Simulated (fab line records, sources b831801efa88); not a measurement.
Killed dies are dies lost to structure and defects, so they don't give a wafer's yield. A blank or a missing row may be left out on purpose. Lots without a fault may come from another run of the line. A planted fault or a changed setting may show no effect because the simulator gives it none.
Chamber matching | flow gf180mcu | GF_V3_CVD_00 on hdpcvd-01: 3 sister chambers
The step deposits SiO2, target thk 600 nm, time 100 s. 6 wafers are shown with their chamber, then 7 later ones without.

WAFERS WITH THEIR CHAMBER
wafer  | chamber | run_length_s (s) | pressure_mtorr (mTorr)
L367.1 | 1       | 127.6            | 5.988
L368.1 | 1       | 127.0            | 5.990
L368.2 | 2       | 127.2            | 6.002
L368.5 | 0       | 129.0            | 5.995
L369.1 | 2       | 127.3            | 5.990
L369.3 | 0       | 128.4            | 6.015

WAFERS WITHOUT THEIR CHAMBER
wafer  | run_length_s (s) | pressure_mtorr (mTorr)
L369.4 | 128.6            | 5.995
L371.1 | 127.2            | 6.002
L371.2 | 127.9            | 6.005
L371.3 | 128.6            | 5.995
L372.4 | 127.9            | 6.003
L372.5 | 129.4            | 5.970
L372.6 | 127.0            | 6.014

WHICH CHAMBER EACH WENT THROUGH
wafer  | from the rows above          | in truth
L369.4 | 0                            | 0
L371.1 | can't be placed: 2 or 1      | 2
L371.2 | can't be placed: 2 or 0 or 1 | 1
L371.3 | 0                            | 0
L372.4 | can't be placed: 2 or 1 or 0 | 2
L372.5 | 0                            | 0
L372.6 | can't be placed: 2 or 1      | 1
Placed correctly: 3 of 7. Can't be placed from these rows: 4 (the true chamber is among the candidates in 4). Placed wrongly: 0.
How it was worked out, from the rows above alone: a wafer's distance from a chamber is the root of the sum, over the readings, of the square of ((its reading less the chamber's mean) divided by the reading's scatter). The wafer belongs to the nearest chamber; if the next one is less than 2 further off, it can't be placed. A chamber's mean is the mean of its shown wafers. The scatter: the root of (the sum of the squares of (reading less its chamber's mean) over the shown wafers, divided by (wafers less chambers)).
